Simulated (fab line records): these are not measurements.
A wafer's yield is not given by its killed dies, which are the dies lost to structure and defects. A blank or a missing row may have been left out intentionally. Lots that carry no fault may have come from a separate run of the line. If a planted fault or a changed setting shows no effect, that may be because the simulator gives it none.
fab line records | flow sky130
record: lots: 5 | wafers: 15 | last_day: 50
route steps=708 shown LDD_P@259 LDD_HVN@267 LDD_HVP@278 LDD_LDN@289
lots that met no fault: taken from a fault-free run of the same line
start_h: the number of hours between the record's first day and the start of the first shown wafer of the lot | wait_h: hours since the lot's step before | " same as the row above | L1.1+2: a single row standing in for several wafers | - value missing, or start not given | * or withheld: withheld | < > ~ a bound
route shown NAME@n: NAME is a module with steps in the file, n the number in the route of the first one | usual: average and standard deviation across the fault-free wafers | same: alike in all rows | chamber/n: place in a boat | sites: each site's reading | _std_site: standard deviation across them | _edge_site: inner sites' mean taken away from outer sites' mean | radius_mm: for every site, how far away it sits from the centre of the wafer | mask NAME#n: copy n | behind: tool/chamber where the wafer was last shaped | hold: what put the lot on hold/how long, in hours/how the hold closed | device: names the non-switching transistor (n, p or np) | end of line: the tests these same wafers got at the end of their route | a step with no rows: only its recipe | killed: count of dies lost to structure and defects at first sort (not the wafer's yield) | map: a wafer's dies, x killed, . not, _ none there
set.NAME: setting as actually run; set.NAME@STEP: the setting as run at that earlier step | model.NAME: the simulator's own value behind a step, which no gauge read
a table for each step, a row for each wafer; lots at some steps of the route
services: from which hour (start_h, from the record's first day; less than 0 if before it) a tool's chamber was out of use, for how many hours, and why
== steps ==
step: SKY_LDD_P_EXPOSE_04
recipe: mask_id: PSDM | na: 0.6 | source_shape: conventional | sigma_outer: 0.6 | polarization: unpolarized | target_cd_nm: 380 | dose_mj: 138
step: SKY_LDD_P_PEB_05
recipe: temp_c: withheld | time_s: * | resist: NOVOLAK
step: SKY_LDD_P_DEVELOP_06
recipe: resist: NOVOLAK | developer: TMAH | develop_time_s: 60 | dev_temp_c: 23
step: SKY_LDD_P_CD_MEAS_07
recipe: target_cd_nm: 380
usual: cd_nm: 380.0/2.4
lot.wafer | tool      | chamber | start_h | wait_h | cd_nm
L423.1    | cd_sem-01 | -       | 441.45  | 0.1    | 382.4
L423.3    | "         | -       | "       | "      | 383.5
L423.6    | "         | -       | "       | "      | 382.8
L426.2    | cd_sem-01 | -       | 472.07  | 0.1    | 381.6
L426.5    | "         | -       | "       | "      | 379.4
L426.6    | "         | -       | "       | "      | 382.3
L433.2    | cd_sem-02 | -       | 535.92  | 0.1    | 380.5
L433.3    | "         | -       | "       | "      | 382.0
L433.4    | "         | -       | "       | "      | 378.7
L442.2    | cd_sem-01 | -       | 607.76  | 0.1    | 381.0
L442.4    | "         | -       | "       | "      | 380.3
L442.5    | "         | -       | "       | "      | 382.5
L444.4    | cd_sem-02 | -       | 616.25  | 0.1    | 378.0
L444.5    | "         | -       | "       | "      | 377.2
L444.6    | "         | -       | "       | "      | 379.1
step: SKY_LDD_P_OVL_MEAS_08
usual: LDD_P_OVL: -0.2/1.6
lot.wafer | tool       | chamber | start_h | wait_h | LDD_P_OVL[nm]
L423.1    | overlay-02 | -       | 441.60  | 0.1    | 0.5
L423.3    | "          | -       | "       | "      | 0.8
L423.6    | "          | -       | "       | "      | 0.8
L426.2    | overlay-02 | -       | 472.18  | 0.1    | -3.4
L426.5    | "          | -       | "       | "      | -1.0
L426.6    | "          | -       | "       | "      | -0.7
L433.2    | overlay-02 | -       | 536.03  | 0.1    | 0.2
L433.3    | "          | -       | "       | "      | 0.4
L433.4    | "          | -       | "       | "      | 1.1
L442.2    | overlay-01 | -       | 607.87  | 0.1    | 0.8
L442.4    | "          | -       | "       | "      | 0.1
L442.5    | "          | -       | "       | "      | -0.5
L444.4    | overlay-01 | -       | 616.33  | 0.1    | -2.6
L444.5    | "          | -       | "       | "      | -2.1
L444.6    | "          | -       | "       | "      | -3.3
step: SKY_LDD_P_IMPLANT_09
recipe: species: BF2 | energy_kev: 25 | dose_cm2: 1e+13 | tilt_deg: withheld
step: SKY_LDD_P_STRIP_10
recipe: chemistry: O2/N2 | power_w: 1400 | pressure_mtorr: 1500 | platen_temp_c: withheld | o2_flow_sccm: 3000 | n2_flow_sccm: 300 | overash_fraction: 0.5
usual: chamber_pressure_mTorr: 1500.0/1.3 | drypump_motor_current_A: 5.9/0.39 | oes_product_au: 0.716/0.0042 | strip_time_to_endpoint_s: 14.17/0.051
lot.wafer | tool            | chamber | start_h | wait_h | chamber_pressure_mTorr | drypump_motor_current_A | oes_product_au | rf_hours_counter_h | strip_time_to_endpoint_s
L423.1    | plasma_asher-02 | 0       | 441.78  | 0.1    | 1501.1                 | 5.4                     | 0.714          | 67                 | 14.21
L423.3    | "               | 1       | "       | "      | 1501.4                 | 6.2                     | 0.713          | -                  | 14.19
L423.6    | "               | 0       | "       | "      | 1499.5                 | 5.4                     | 0.719          | -                  | 14.24
L426.2    | plasma_asher-04 | 1       | 472.36  | 0.1    | 1498.1                 | 6.4                     | 0.716          | 4                  | 14.20
L426.5    | "               | 0       | "       | "      | 1499.8                 | 5.9                     | 0.711          | -                  | 14.18
L426.6    | "               | 1       | "       | "      | 1499.0                 | 6.4                     | 0.715          | -                  | 14.17
L433.2    | plasma_asher-04 | 0       | 536.21  | 0.1    | 1500.9                 | 5.9                     | 0.717          | 10                 | 14.21
L433.3    | "               | 0       | "       | "      | 1497.5                 | 5.9                     | 0.715          | -                  | 14.24
L433.4    | "               | 1       | "       | "      | 1501.1                 | 6.4                     | 0.708          | -                  | 14.16
L442.2    | plasma_asher-02 | 0       | 608.05  | 0.1    | 1500.5                 | 5.3                     | 0.711          | 83                 | 14.15
L442.4    | "               | 1       | "       | "      | 1500.8                 | 6.2                     | 0.708          | -                  | 14.16
L442.5    | "               | 0       | "       | "      | 1501.3                 | 5.4                     | 0.706          | -                  | 14.24
L444.4    | plasma_asher-02 | 0       | 616.53  | 0.1    | 1500.2                 | 5.4                     | 0.721          | -                  | 14.11
L444.5    | "               | 0       | "       | "      | 1499.7                 | 5.4                     | 0.718          | -                  | 14.16
L444.6    | "               | 1       | "       | "      | 1501.0                 | 6.2                     | 0.715          | -                  | 14.17
step: SKY_LDD_P_TW_MEAS_11
usual: LDD_P_TW: 641/9.8
lot.wafer | tool          | chamber | start_h | wait_h | LDD_P_TW
L423.1    | film_metro-02 | -       | 441.88  | 0.1    | 639
L423.3    | "             | -       | "       | "      | 641
L423.6    | "             | -       | "       | "      | 640
L426.2    | film_metro-01 | -       | 472.47  | 0.1    | 649
L426.5    | "             | -       | "       | "      | 651
L426.6    | "             | -       | "       | "      | 653
L433.2    | film_metro-01 | -       | 536.32  | 0.1    | 647
L433.3    | "             | -       | "       | "      | 649
L433.4    | "             | -       | "       | "      | 646
L442.2    | film_metro-01 | -       | 608.16  | 0.1    | 650
L442.4    | "             | -       | "       | "      | 648
L442.5    | "             | -       | "       | "      | 648
L444.4    | film_metro-02 | -       | 616.63  | 0.1    | 631
L444.5    | "             | -       | "       | "      | 631
L444.6    | "             | -       | "       | "      | 633
step: SKY_LDD_HVN_DEHYDRATE_00
recipe: temp_c: 200 | time_s: 60
step: SKY_LDD_HVN_HMDS_01
recipe: prime_time_s: 60 | prime_temp_c: 120
step: SKY_LDD_HVN_COAT_02
recipe: resist: NOVOLAK | spin_rpm: 3000 | resist_thk_nm: 300
step: SKY_LDD_HVN_SOFTBAKE_03
recipe: temp_c: 90 | time_s: 60 | resist: NOVOLAK
step: SKY_LDD_HVN_EXPOSE_04
recipe: mask_id: HVNTM | na: 0.6 | source_shape: conventional | sigma_outer: 0.6 | polarization: unpolarized | target_cd_nm: 700 | dose_mj: 127
usual: reticle_temp_C: 23.00/0.091
lot.wafer | tool             | chamber | start_h | wait_h | mask    | reticle_temp_C
L423.1    | iline_stepper-02 | 0       | 456.99  | -      | HVNTM#0 | 23.03
L423.3    | "                | 0       | "       | "      | HVNTM#0 | 23.01
L423.6    | "                | 0       | "       | "      | HVNTM#0 | 23.09
L426.2    | iline_stepper-01 | 0       | 487.45  | -      | HVNTM#0 | 22.92
L426.5    | "                | 0       | "       | "      | HVNTM#0 | 22.96
L426.6    | "                | 0       | "       | "      | HVNTM#0 | 22.97
L433.2    | iline_stepper-01 | 0       | 550.60  | -      | LDNTM#0 | 22.98
L433.3    | "                | 0       | "       | "      | LDNTM#0 | 22.93
L433.4    | "                | 0       | "       | "      | LDNTM#0 | 22.94
L442.2    | iline_stepper-01 | 0       | 623.15  | -      | HVNTM#0 | 23.05
L442.4    | "                | 0       | "       | "      | HVNTM#0 | 23.09
L442.5    | "                | 0       | "       | "      | HVNTM#0 | 22.95
L444.4    | iline_stepper-02 | 0       | 631.32  | -      | HVNTM#0 | 22.98
L444.5    | "                | 0       | "       | "      | HVNTM#0 | 22.96
L444.6    | "                | 0       | "       | "      | HVNTM#0 | 23.10
step: SKY_LDD_HVN_PEB_05
recipe: temp_c: withheld | time_s: * | resist: NOVOLAK
step: SKY_LDD_HVN_DEVELOP_06
recipe: resist: NOVOLAK | developer: TMAH | develop_time_s: 60 | dev_temp_c: 23
step: SKY_LDD_HVN_OVL_MEAS_07
usual: LDD_HVN_OVL: -2.4/1.2
lot.wafer | tool       | chamber | start_h | wait_h | LDD_HVN_OVL[nm]
L423.1    | overlay-01 | -       | 472.24  | 0.1    | -2.5
L423.3    | "          | -       | "       | "      | -2.1
L423.6    | "          | -       | "       | "      | -2.7
L426.2    | overlay-02 | -       | 503.10  | 0.1    | -5.0
L426.5    | "          | -       | "       | "      | -2.7
L426.6    | "          | -       | "       | "      | -2.3
L433.2    | overlay-01 | -       | 565.45  | 0.1    | -
L433.3    | "          | -       | "       | "      | -
L433.4    | "          | -       | "       | "      | -
L442.2    | overlay-02 | -       | 637.30  | 0.1    | -2.7
L442.4    | "          | -       | "       | "      | -3.2
L442.5    | "          | -       | "       | "      | -4.2
L444.4    | overlay-02 | -       | 644.56  | 0.1    | -4.0
L444.5    | "          | -       | "       | "      | -2.8
L444.6    | "          | -       | "       | "      | -2.9
step: SKY_LDD_HVN_IMPLANT_08
recipe: species: P | energy_kev: 60 | dose_cm2: 3e+13 | tilt_deg: 40
step: SKY_LDD_HVN_STRIP_09
recipe: chemistry: O2/N2 | power_w: 1400 | pressure_mtorr: 1500 | platen_temp_c: withheld | o2_flow_sccm: 3000 | n2_flow_sccm: 300 | overash_fraction: 0.5
usual: chamber_pressure_mTorr: 1499.9/1.3 | drypump_motor_current_A: 5.9/0.45 | oes_product_au: 0.408/0.0046 | strip_time_to_endpoint_s: 4.131/0.019
lot.wafer | tool            | chamber | start_h | wait_h | chamber_pressure_mTorr | drypump_motor_current_A | oes_product_au | rf_hours_counter_h | strip_time_to_endpoint_s
L423.1    | plasma_asher-01 | 0       | 472.43  | 0.1    | 1500.3                 | 6.7                     | 0.406          | 71                 | 4.166
L423.3    | "               | 1       | "       | "      | 1500.0                 | 5.8                     | 0.403          | -                  | 4.139
L423.6    | "               | 1       | "       | "      | 1501.9                 | 5.7                     | 0.415          | -                  | 4.159
L426.2    | plasma_asher-02 | 1       | 503.28  | 0.1    | 1499.5                 | 6.2                     | 0.412          | 73                 | 4.097
L426.5    | "               | 0       | "       | "      | 1500.8                 | 5.4                     | 0.399          | -                  | 4.095
L426.6    | "               | 1       | "       | "      | 1500.1                 | 6.2                     | 0.402          | -                  | 4.115
L433.2    | plasma_asher-01 | 0       | 565.63  | 0.1    | 1499.2                 | 6.7                     | 0.410          | 80                 | 4.139
L433.3    | "               | 0       | "       | "      | 1500.1                 | 6.7                     | 0.417          | -                  | 4.120
L433.4    | "               | 1       | "       | "      | 1501.2                 | 5.7                     | 0.407          | -                  | 4.130
L442.2    | plasma_asher-03 | 0       | 637.48  | 0.1    | 1502.1                 | 6.1                     | 0.413          | 50                 | 4.100
L442.4    | "               | 1       | "       | "      | 1500.6                 | 5.5                     | 0.407          | -                  | 4.114
L442.5    | "               | 1       | "       | "      | 1498.8                 | 5.5                     | 0.406          | -                  | 4.126
L444.4    | plasma_asher-03 | 1       | 644.76  | 0.1    | 1498.4                 | 5.5                     | 0.412          | -                  | 4.177
L444.5    | "               | 0       | "       | "      | 1498.7                 | 6.1                     | 0.408          | -                  | 4.173
L444.6    | "               | 1       | "       | "      | 1500.4                 | 5.4                     | 0.412          | -                  | 4.174
step: SKY_LDD_HVN_TW_MEAS_10
usual: LDD_HVN_TW: 1432/12
lot.wafer | tool          | chamber | start_h | wait_h | LDD_HVN_TW
L423.1    | film_metro-04 | -       | 472.53  | 0.1    | 1417
L423.3    | "             | -       | "       | "      | 1411
L423.6    | "             | -       | "       | "      | 1413
L426.2    | film_metro-04 | -       | 503.39  | 0.1    | 1440
L426.5    | "             | -       | "       | "      | 1429
L426.6    | "             | -       | "       | "      | 1436
L433.2    | film_metro-02 | -       | 565.74  | 0.1    | 30
L433.3    | "             | -       | "       | "      | 30
L433.4    | "             | -       | "       | "      | 30
L442.2    | film_metro-02 | -       | 637.59  | 0.1    | 1425
L442.4    | "             | -       | "       | "      | 1432
L442.5    | "             | -       | "       | "      | 1427
L444.4    | film_metro-04 | -       | 644.86  | 0.1    | 1436
L444.5    | "             | -       | "       | "      | 1433
L444.6    | "             | -       | "       | "      | 1433
step: SKY_LDD_HVP_DEHYDRATE_00
recipe: temp_c: 200 | time_s: 60
step: SKY_LDD_HVP_HMDS_01
recipe: prime_time_s: 60 | prime_temp_c: 120
step: SKY_LDD_HVP_COAT_02
recipe: resist: NOVOLAK | spin_rpm: 3000 | resist_thk_nm: 300
step: SKY_LDD_HVP_SOFTBAKE_03
recipe: temp_c: 90 | time_s: 60 | resist: NOVOLAK
step: SKY_LDD_HVP_EXPOSE_04
recipe: mask_id: HVPTM | na: 0.6 | source_shape: conventional | sigma_outer: 0.6 | polarization: unpolarized | target_cd_nm: 700 | dose_mj: 86
step: SKY_LDD_HVP_PEB_05
recipe: temp_c: withheld | time_s: * | resist: NOVOLAK
step: SKY_LDD_HVP_DEVELOP_06
recipe: resist: NOVOLAK | developer: TMAH | develop_time_s: 60 | dev_temp_c: 23
step: SKY_LDD_HVP_OVL_MEAS_07
usual: LDD_HVP_OVL: 0.0/1.3
lot.wafer | tool       | chamber | start_h | wait_h | LDD_HVP_OVL[nm]
L423.1    | overlay-01 | -       | 503.39  | 0.1    | -1.3
L423.3    | "          | -       | "       | "      | -1.8
L423.6    | "          | -       | "       | "      | -1.7
L426.2    | overlay-01 | -       | 534.28  | 0.1    | -1.4
L426.5    | "          | -       | "       | "      | 0.2
L426.6    | "          | -       | "       | "      | -0.8
L433.2    | overlay-01 | -       | 594.85  | 0.1    | 0.9
L433.3    | "          | -       | "       | "      | -0.3
L433.4    | "          | -       | "       | "      | 0.8
L442.2    | overlay-01 | -       | 665.60  | 0.1    | -1.0
L442.4    | "          | -       | "       | "      | 0.6
L442.5    | "          | -       | "       | "      | 0.9
L444.4    | overlay-01 | -       | 672.44  | 0.1    | 1.6
L444.5    | "          | -       | "       | "      | 1.2
L444.6    | "          | -       | "       | "      | 1.2
step: SKY_LDD_HVP_IMPLANT_08
recipe: species: B | energy_kev: 20 | dose_cm2: 1.7e+13 | tilt_deg: 17.9
step: SKY_LDD_HVP_STRIP_09
recipe: chemistry: O2/N2 | power_w: 1400 | pressure_mtorr: 1500 | platen_temp_c: withheld | o2_flow_sccm: 3000 | n2_flow_sccm: 300 | overash_fraction: 0.5
usual: chamber_pressure_mTorr: 1500.1/1.5 | drypump_motor_current_A: 6.1/0.45 | oes_product_au: 0.408/0.0041 | strip_time_to_endpoint_s: 4.137/0.02
lot.wafer | tool            | chamber | start_h | wait_h | chamber_pressure_mTorr | drypump_motor_current_A | oes_product_au | rf_hours_counter_h | strip_time_to_endpoint_s
L423.1    | plasma_asher-01 | 1       | 503.58  | 0.1    | 1496.2                 | 5.7                     | 0.407          | 74                 | 4.120
L423.3    | "               | 0       | "       | "      | 1499.3                 | 6.7                     | 0.406          | -                  | 4.102
L423.6    | "               | 1       | "       | "      | 1500.6                 | 5.7                     | 0.412          | -                  | 4.136
L426.2    | plasma_asher-01 | 1       | 534.46  | 0.1    | 1498.4                 | 5.7                     | 0.404          | 77                 | 4.130
L426.5    | "               | 1       | "       | "      | 1498.8                 | 5.7                     | 0.411          | -                  | 4.126
L426.6    | "               | 0       | "       | "      | 1497.3                 | 6.7                     | 0.405          | -                  | 4.139
L433.2    | plasma_asher-01 | 0       | 595.03  | 0.1    | 1500.3                 | 6.7                     | 0.414          | 83                 | 4.167
L433.3    | "               | 1       | "       | "      | 1499.0                 | 5.7                     | 0.412          | -                  | 4.143
L433.4    | "               | 0       | "       | "      | 1500.1                 | 6.8                     | 0.410          | -                  | 4.160
L442.2    | plasma_asher-04 | 1       | 665.78  | 0.1    | 1498.6                 | 6.4                     | 0.416          | 22                 | 4.149
L442.4    | "               | 1       | "       | "      | 1499.7                 | 6.4                     | 0.406          | -                  | 4.170
L442.5    | "               | 0       | "       | "      | 1499.0                 | 5.9                     | 0.412          | -                  | 4.179
L444.4    | plasma_asher-02 | 0       | 672.65  | 0.1    | 1502.3                 | 5.4                     | 0.413          | -                  | 4.147
L444.5    | "               | 0       | "       | "      | 1498.3                 | 5.4                     | 0.407          | -                  | 4.151
L444.6    | "               | 1       | "       | "      | 1499.9                 | 6.2                     | 0.413          | -                  | 4.144
step: SKY_LDD_HVP_TW_MEAS_10
usual: LDD_HVP_TW: 459/6.5
lot.wafer | tool          | chamber | start_h | wait_h | LDD_HVP_TW
L423.1    | film_metro-03 | -       | 503.68  | 0.1    | 459
L423.3    | "             | -       | "       | "      | 455
L423.6    | "             | -       | "       | "      | 459
L426.2    | film_metro-03 | -       | 534.57  | 0.1    | 459
L426.5    | "             | -       | "       | "      | 459
L426.6    | "             | -       | "       | "      | 457
L433.2    | film_metro-01 | -       | 595.14  | 0.1    | 470
L433.3    | "             | -       | "       | "      | 472
L433.4    | "             | -       | "       | "      | 473
L442.2    | film_metro-01 | -       | 665.89  | 0.1    | 465
L442.4    | "             | -       | "       | "      | 466
L442.5    | "             | -       | "       | "      | 466
L444.4    | film_metro-03 | -       | 672.74  | 0.1    | 460
L444.5    | "             | -       | "       | "      | 460
L444.6    | "             | -       | "       | "      | 458
step: SKY_LDD_LDN_DEHYDRATE_00
recipe: temp_c: 200 | time_s: 60
step: SKY_LDD_LDN_HMDS_01
recipe: prime_time_s: 60 | prime_temp_c: 120
step: SKY_LDD_LDN_COAT_02
recipe: resist: NOVOLAK | spin_rpm: 3000 | resist_thk_nm: 1140
step: SKY_LDD_LDN_SOFTBAKE_03
recipe: temp_c: 90 | time_s: 60 | resist: NOVOLAK
step: SKY_LDD_LDN_EXPOSE_04
recipe: mask_id: LDNTM | na: 0.6 | source_shape: conventional | sigma_outer: 0.6 | polarization: unpolarized | target_cd_nm: 700 | dose_mj: 140
step: SKY_LDD_LDN_PEB_05
recipe: temp_c: withheld | time_s: * | resist: NOVOLAK
step: SKY_LDD_LDN_DEVELOP_06
recipe: resist: NOVOLAK | developer: TMAH | develop_time_s: 60 | dev_temp_c: 23
step: SKY_LDD_LDN_OVL_MEAS_07
usual: LDD_LDN_OVL: -1.9/1.3
lot.wafer | tool       | chamber | start_h | wait_h | LDD_LDN_OVL[nm]
L423.1    | overlay-01 | -       | 533.99  | 0.1    | -3.4
L423.3    | "          | -       | "       | "      | -3.7
L423.6    | "          | -       | "       | "      | -2.6
L426.2    | overlay-02 | -       | 564.06  | 0.1    | -5.7
L426.5    | "          | -       | "       | "      | -3.6
L426.6    | "          | -       | "       | "      | -2.9
L433.2    | overlay-01 | -       | 624.26  | 0.1    | -3.2
L433.3    | "          | -       | "       | "      | -0.8
L433.4    | "          | -       | "       | "      | -1.0
L442.2    | overlay-01 | -       | 694.05  | 0.1    | 0.4
L442.4    | "          | -       | "       | "      | -1.8
L442.5    | "          | -       | "       | "      | -1.4
L444.4    | overlay-01 | -       | 700.17  | 0.1    | -1.0
L444.5    | "          | -       | "       | "      | -1.6
L444.6    | "          | -       | "       | "      | 0.3
step: SKY_LDD_LDN_IMPLANT_08
recipe: species: As | energy_kev: 15 | dose_cm2: 1.25e+13 | tilt_deg: withheld | rotation_deg: 23
step: SKY_LDD_LDN_IMPLANT_09
recipe: species: As | energy_kev: 15 | dose_cm2: 1.25e+13 | tilt_deg: withheld | rotation_deg: 113
step: SKY_LDD_LDN_IMPLANT_10
recipe: species: As | energy_kev: 15 | dose_cm2: 1.25e+13 | tilt_deg: withheld | rotation_deg: 203
step: SKY_LDD_LDN_IMPLANT_11
recipe: species: As | energy_kev: 15 | dose_cm2: 1.25e+13 | tilt_deg: withheld | rotation_deg: 293
step: SKY_LDD_LDN_TW_MEAS_13
usual: LDD_LDN_TW: 1493/16
lot.wafer | tool          | chamber | start_h | wait_h | LDD_LDN_TW
L423.1    | film_metro-03 | -       | 534.73  | 0.1    | 1479
L423.3    | "             | -       | "       | "      | 1481
L423.6    | "             | -       | "       | "      | 1488
L426.2    | film_metro-01 | -       | 564.80  | 0.1    | 1520
L426.5    | "             | -       | "       | "      | 1533
L426.6    | "             | -       | "       | "      | 1515
L433.2    | film_metro-01 | -       | 625.00  | 0.1    | 1836
L433.3    | "             | -       | "       | "      | 1839
L433.4    | "             | -       | "       | "      | 1838
L442.2    | film_metro-03 | -       | 694.79  | 0.1    | 1486
L442.4    | "             | -       | "       | "      | 1493
L442.5    | "             | -       | "       | "      | 1490
L444.4    | film_metro-02 | -       | 700.92  | 0.1    | 1473
L444.5    | "             | -       | "       | "      | 1478
L444.6    | "             | -       | "       | "      | 1467
== services ==
tool             | chamber | start_h | hours | kind
plasma_asher-04  | -       | 421.32  | 9.0   | pm
plasma_asher-04  | 0       | 421.32  | 9.0   | vent_cycle
plasma_asher-04  | 1       | 421.32  | 9.0   | vent_cycle
plasma_asher-04  | 0       | 430.32  | -     | clean
plasma_asher-04  | 1       | 430.32  | -     | clean
iline_stepper-02 | 0       | 473.62  | -     | calibration
iline_stepper-02 | -       | 481.44  | 20.1  | repair
iline_stepper-01 | 0       | 483.37  | -     | calibration
iline_stepper-02 | -       | 484.56  | 10.3  | repair
iline_stepper-01 | -       | 506.53  | 1.7   | pm
plasma_asher-04  | -       | 516.89  | 4.4   | repair
plasma_asher-04  | -       | 543.78  | 4.3   | repair
plasma_asher-02  | -       | 555.92  | 4.4   | repair
plasma_asher-04  | -       | 575.93  | 6.8   | repair
iline_stepper-02 | -       | 605.23  | 1.7   | pm
plasma_asher-02  | -       | 620.35  | 14.6  | pm
== key ==
first_sign: step: SKY_LDD_HVN_EXPOSE_04 | reading: mask | direction: changed
effect: step: SKY_LDD_HVN_OVL_MEAS_07 | reading: LDD_HVN_OVL | direction: missing
effect: step: SKY_LDD_HVN_TW_MEAS_10 | reading: LDD_HVN_TW | direction: down | sigmas: 99+ | usual: 1432 | struck: 30
effect: step: SKY_LDD_LDN_TW_MEAS_13 | reading: LDD_LDN_TW | direction: up | sigmas: 21 | usual: 1493 | struck: 1838
met_at SKY_LDD_HVN_EXPOSE_04
struck_wafers L433.2,L433.3,L433.4
sort_left_out L433.2,L433.3,L433.4
tester_left_out L433
onset_between 487.45 550.60
fault: kind: wrong_mask | tool: any | chamber: - | onset_h: 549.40 | steps: SKY_LDD_HVN_EXPOSE_04 | aux_copy: LDNTM#0 | scope: struck_lots_only
tester_left_out: of these lots the tester's yield and bins aren't shown, on N5 and GAA mostly nor the transistor test; their killed dies are dies lost to structure and defects alone, not to doping, threshold or leakage, so they don't give the yield
sort_left_out: the simulated sort isn't trusted on such a fault, so these wafers' sort isn't shown, and their yield isn't known
